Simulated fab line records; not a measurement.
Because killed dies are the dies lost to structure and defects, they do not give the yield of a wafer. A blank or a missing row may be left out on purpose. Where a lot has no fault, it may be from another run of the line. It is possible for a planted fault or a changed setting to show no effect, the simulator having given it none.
Which tool was responsible? ; flow gf180mcu ; 7 lots, 21 wafers sampled, at 2 steps of a route of 602

## WHAT EACH GAUGE READ, for each wafer
GF_CONTACT_THK_MEAS_01.
lot;measured;on;CONTACT_CVD_00_THK (nm)
L135;day 16 04:12;film metro-03;304 301 309
L138;day 17 03:22;film metro-04;594 603 601
L142;day 18 21:49;film metro-04;304 300 302
L145;day 19 22:34;film metro-02;299 305 303
L147;day 20 11:45;film metro-02;308 310 307
L151;day 21 22:11;film metro-04;299 303 300
L155;day 23 10:01;film metro-04;300 302 311

## WHICH TOOL RAN EACH LOT (tool, then ch and the chambers of the sampled wafers, then the start)
lot;GF_CONTACT_CVD_00
L135;hdpcvd-01 ch 0,1, day 16 04:09
L138;hdpcvd-02 ch 0,1,2, day 17 03:02
L142;hdpcvd-02 ch 0,1,2, day 18 21:46
L145;hdpcvd-01 ch 0,1,2, day 19 22:31
L147;hdpcvd-01 ch 0,1,2, day 20 11:42
L151;hdpcvd-01 ch 0,2, day 21 22:08
L155;hdpcvd-01 ch 1,2, day 23 09:58
- GF_CONTACT_CVD_00: deposits SiO2, target thk 300 nm, time 50 s.

## THE ANSWER, worked out from the rows above alone
Rule: the usual values come from the lots themselves. The widest of any qualifying gaps counts: lots, ordered by their means at a reading, are off when they make up no more than a third of the lots, leave a main group of 4 or more, and stand apart from it by 3 or more times the standard deviation of that group's means. Not used: any main group whose means are identical at the precision the tables above print for the reading. Also off: a lot with no number at a reading for which 4 or more lots have one. The other lots that the step has rows for count as sound.
Off: L138, at GF_CONTACT_THK_MEAS_01 (CONTACT_CVD_00_THK). For the main group the mean is 304 nm and the standard deviation 2.5.
A tool fits if, at a process step before that reading, it ran every lot that is off, and no sound lot after the first of them. Those tools and the gauges at GF_CONTACT_THK_MEAS_01 are tried in the same way. Not one of the candidates tried fits.

## WHAT WAS PUT IN BY THE SIMULATOR
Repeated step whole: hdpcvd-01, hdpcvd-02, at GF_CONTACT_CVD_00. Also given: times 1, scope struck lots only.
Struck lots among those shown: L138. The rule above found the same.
